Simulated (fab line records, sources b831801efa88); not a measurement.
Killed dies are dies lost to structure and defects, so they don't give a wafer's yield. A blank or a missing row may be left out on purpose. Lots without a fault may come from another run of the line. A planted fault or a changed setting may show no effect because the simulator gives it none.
One fault seen from 2 desks | flow sky130 | each desk has only its own numbers; what lay behind them comes last

THE TOOL OWNER'S DESK: pvd_sputter-04
The tool's own readings at SKY_METAL5_SPUTTER_03 (material Ti, target thk 5 nm, time 3.3 s): means of the sampled wafers that have a number, for each lot that ran on this tool. A lot is out of limits, marked OUT, if its mean lies more than 4 standard deviations from the usual mean; the brackets give that distance.
Columns: A = throttle_valve_pct at SKY_METAL5_SPUTTER_03, usual 29.9 %
lot  | first seen here | A
L600 | day 42 23:29    | 29.1
L602 | day 43 18:41    | 29.7
L604 | day 44 22:32    | 29.5
L607 | day 45 02:00    | 29.2
L609 | day 45 16:01    | 29.6
L611 | day 46 02:54    | 29.4
This desk's finding: nothing out of limits on any of the 6 lots.

THE METROLOGY DESK
What the gauges read, lot by lot, whatever tool the lot ran on: means of the sampled wafers that have a number. A lot is out of limits, marked OUT, if its mean lies more than 4 standard deviations from the usual mean; the brackets give that distance.
Columns: A = VIA4_OVL at SKY_VIA4_OVL_MEAS_11, usual 0.8 nm
lot  | first seen here | A
L600 | day 42 21:58    | -0.6
L602 | day 43 17:12    | 1.1
L604 | day 44 20:40    | 0.1
L605 | day 44 20:57    | -0.3
L607 | day 45 00:28    | 1.4
L609 | day 45 14:26    | 1.2
L611 | day 46 01:24    | 1.4
L614 | day 46 20:03    | 0.1
L619 | day 47 23:52    | 1.0
L620 | day 48 02:51    | 0.4
L621 | day 48 13:28    | 0.5
L622 | day 48 17:08    | 2.6
This desk's finding: nothing out of limits on any of the 12 lots.

PUT TOGETHER
The tool owner's desk saw nothing out of limits.
The metrology desk saw nothing out of limits.

WHAT THE SIMULATOR HAD PUT IN
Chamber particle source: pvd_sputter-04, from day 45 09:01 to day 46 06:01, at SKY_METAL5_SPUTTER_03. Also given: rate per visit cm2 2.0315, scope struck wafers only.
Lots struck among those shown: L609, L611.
